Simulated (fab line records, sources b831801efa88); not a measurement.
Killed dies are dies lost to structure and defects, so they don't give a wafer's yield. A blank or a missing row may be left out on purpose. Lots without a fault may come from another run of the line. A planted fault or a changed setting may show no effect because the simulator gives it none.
Which tool did it? | flow sky130 | 13 lots, 39 wafers sampled, at 5 steps of a route of 708

WHAT THE GAUGES READ, wafer by wafer
SKY_FIELD_ISO_THK_MEAS_04. Usual: FIELD_ISO_CVD_03_THK 164.9 nm, standard deviation 1.3.
lot  | measured    | on            | FIELD_ISO_CVD_03_THK (nm) | flag
L987 | day 1 13:30 | film_metro-04 | 164.1 165.1 163.4         |
L988 | day 1 18:50 | film_metro-03 | 165.4 164.6 165.1         |
L990 | day 2 07:34 | film_metro-03 | 167.4 168.7 167.4         |
L991 | day 2 17:26 | film_metro-04 | 162.5 163.3 164.3         |
L993 | day 3 03:13 | film_metro-03 | 164.0 165.1 165.0         |
L996 | day 3 12:58 | film_metro-04 | 163.3 164.6 164.1         |
L997 | day 3 15:53 | film_metro-03 | 163.4 164.3 164.8         |
L998 | day 3 21:03 | film_metro-04 | 165.5 164.7 166.1         |
L999 | day 4 02:34 | film_metro-03 | 166.4 167.9 167.0         |
L100 | day 4 07:40 | film_metro-04 | 165.9 165.2 166.6         |
L103 | day 4 23:25 | film_metro-01 | 165.6 166.3 166.8         |
L107 | day 5 17:44 | film_metro-01 | 164.0 164.2 163.6         |
L109 | day 6 05:07 | film_metro-04 | 164.7 167.4 165.2         |

SKY_VT_ADJUST_HVTP_TW_MEAS_11. Usual: VT_ADJUST_HVTP_TW 1354, standard deviation 11.
lot  | measured     | on            | VT_ADJUST_HVTP_TW | flag
L987 | day 6 22:25  | film_metro-01 | 1366 1367 1363    |
L988 | day 6 22:55  | film_metro-01 | 1364 1364 1359    |
L990 | day 7 11:14  | film_metro-03 | 1365 1362 1368    |
L991 | day 7 13:18  | film_metro-02 | 1342 1338 1344    |
L993 | day 8 00:58  | film_metro-01 | 1357 1366 1365    |
L996 | day 8 18:21  | film_metro-02 | 1347 1343 1339    |
L997 | day 8 20:14  | film_metro-03 | 1369 1372 1357    |
L998 | day 9 02:08  | film_metro-02 | 1336 1335 1340    |
L999 | day 9 05:02  | film_metro-02 | 1346 1343 1340    |
L100 | day 9 10:57  | film_metro-01 | 1359 1361 1357    |
L103 | day 10 11:07 | film_metro-01 | 1354 1359 1356    |
L107 | day 11 10:48 | film_metro-03 | 1417 1413 1414    | OFF
L109 | day 11 22:31 | film_metro-03 | 1415 1412 1410    | OFF

SKY_LI_CONTACT_THK_MEAS_23: measures by xrf. Usual: LI_CONTACT_W_THK 382 nm, standard deviation 8.3.
lot  | measured     | on            | LI_CONTACT_W_THK (nm) | flag
L987 | day 30 00:38 | film_metro-02 | 384 386 379           |
L988 | day 30 06:19 | film_metro-01 | 375 384 381           |
L990 | day 30 21:34 | film_metro-03 | 377 372 379           |
L991 | day 31 02:46 | film_metro-03 | 370 371 379           |
L993 | day 31 15:33 | film_metro-01 | 376 378 379           |
L996 | day 32 15:21 | film_metro-02 | 386 384 385           |
L997 | day 32 19:44 | film_metro-01 | 389 380 388           |
L998 | day 33 02:02 | film_metro-03 | 371 372 372           |
L999 | day 33 04:25 | film_metro-02 | 385 379 380           |
L100 | day 33 23:58 | film_metro-02 | 392 391 382           |
L103 | day 34 20:07 | film_metro-01 | 386 395 387           |
L107 | day 35 16:10 | film_metro-01 | 385 387 386           |
L109 | day 36 11:52 | film_metro-02 | 388 396 401           |

WHICH TOOL RAN EACH LOT (tool, then ch and the chambers of the sampled wafers, then the start)
lot  | SKY_VT_ADJUST_HVTP_IMPLANT_09   | SKY_LI_CONTACT_SPUTTER_19
L987 | implanter-01 ch 0, day 6 22:11  | pvd_sputter-03, day 30 00:14
L988 | implanter-04 ch 0, day 6 22:41  | pvd_sputter-02, day 30 05:56
L990 | implanter-02 ch 0, day 7 10:59  | pvd_sputter-04, day 30 21:10
L991 | implanter-02 ch 0, day 7 13:04  | pvd_sputter-03, day 31 02:23
L993 | implanter-04 ch 0, day 8 00:44  | pvd_sputter-03, day 31 15:10
L996 | implanter-02 ch 0, day 8 18:07  | pvd_sputter-04, day 32 14:50
L997 | implanter-02 ch 0, day 8 20:01  | pvd_sputter-02, day 32 19:20
L998 | implanter-01 ch 0, day 9 01:53  | pvd_sputter-03, day 33 01:32
L999 | implanter-02 ch 0, day 9 04:47  | pvd_sputter-03, day 33 04:02
L100 | implanter-01 ch 0, day 9 10:43  | pvd_sputter-04, day 33 23:35
L103 | implanter-04 ch 0, day 10 10:52 | pvd_sputter-03, day 34 19:44
L107 | implanter-02 ch 0, day 11 10:34 | pvd_sputter-03, day 35 15:47
L109 | implanter-02 ch 0, day 11 22:17 | pvd_sputter-02, day 36 11:28
- SKY_VT_ADJUST_HVTP_IMPLANT_09
- SKY_LI_CONTACT_SPUTTER_19: material Ti, target thk 20 nm, time 106.37 s.

WHAT THE TOOLS THEMSELVES READ (means of the sampled wafers that have a number; where no wafer has one, the mark that the record gives instead)
SKY_VT_ADJUST_HVTP_IMPLANT_09. Usual: beam_energy_keV 150.00, standard deviation 0.051.
lot  | tool         | beam_energy_keV | flag
L987 | implanter-01 | 149.99          |
L988 | implanter-04 | 150.02          |
L990 | implanter-02 | 149.91          |
L991 | implanter-02 | 149.99          |
L993 | implanter-04 | 149.99          |
L996 | implanter-02 | 150.03          |
L997 | implanter-02 | 149.98          |
L998 | implanter-01 | 150.01          |
L999 | implanter-02 | 150.00          |
L100 | implanter-01 | 149.92          |
L103 | implanter-04 | 150.03          |
L107 | implanter-02 | 169.37          | OFF
L109 | implanter-02 | 169.40          | OFF

SKY_LI_CONTACT_SPUTTER_19. Usual: throttle_valve_pct 30.4 %, standard deviation 1.1.
lot  | tool           | throttle_valve_pct (%) | flag
L987 | pvd_sputter-03 | 29.1                   |
L988 | pvd_sputter-02 | 30.8                   |
L990 | pvd_sputter-04 | 29.9                   |
L991 | pvd_sputter-03 | 29.7                   |
L993 | pvd_sputter-03 | 30.4                   |
L996 | pvd_sputter-04 | 30.2                   |
L997 | pvd_sputter-02 | 30.8                   |
L998 | pvd_sputter-03 | 29.8                   |
L999 | pvd_sputter-03 | 30.0                   |
L100 | pvd_sputter-04 | 30.2                   |
L103 | pvd_sputter-03 | 29.1                   |
L107 | pvd_sputter-03 | 29.2                   |
L109 | pvd_sputter-02 | 30.8                   |

THE ANSWER, worked out from the rows above alone
Rule: a lot is off if the mean of its wafers that have a number lies more than 3 standard deviations from the usual mean. A lot without any number at a reading at which 4 lots or more have one is off too. The other lots that the step has rows for count as sound. The gauges are gone through in route order, then the tools' own readings, and for those a lot's mean is taken as printed above. The first step at which some lot is off is used, and at that step the reading that is off furthest; a lot without a number counts as furthest.
Off: L107, L109, at SKY_VT_ADJUST_HVTP_TW_MEAS_11 (VT_ADJUST_HVTP_TW).
A tool fits if, at a process step before that reading, it ran every lot that is off, and no sound lot after the first of them. The gauges at SKY_VT_ADJUST_HVTP_TW_MEAS_11 aren't tried: what is off there is off at SKY_VT_ADJUST_HVTP_IMPLANT_09 too, on other tools, and a gauge's error can't cause that. One fits: implanter-02 at SKY_VT_ADJUST_HVTP_IMPLANT_09. Its last sound lot is L999 (day 9 04:47), its first lot that is off L107 (day 11 10:34): a fault that began between those two fits.
The tool's own readings at SKY_VT_ADJUST_HVTP_IMPLANT_09 bear it out: on the lots that are off they differ by more than 5 times the standard deviation of the sound lots' means. beam_energy_keV reads 169.38 there against 149.99 on the sound lots.

WHAT THE SIMULATOR HAD PUT IN
Process parameter drift: implanter-02, from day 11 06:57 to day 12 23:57, at SKY_VT_ADJUST_HVTP_IMPLANT_09. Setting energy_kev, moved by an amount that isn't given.
Lots struck among those shown: L107, L109. The rule above found the same.
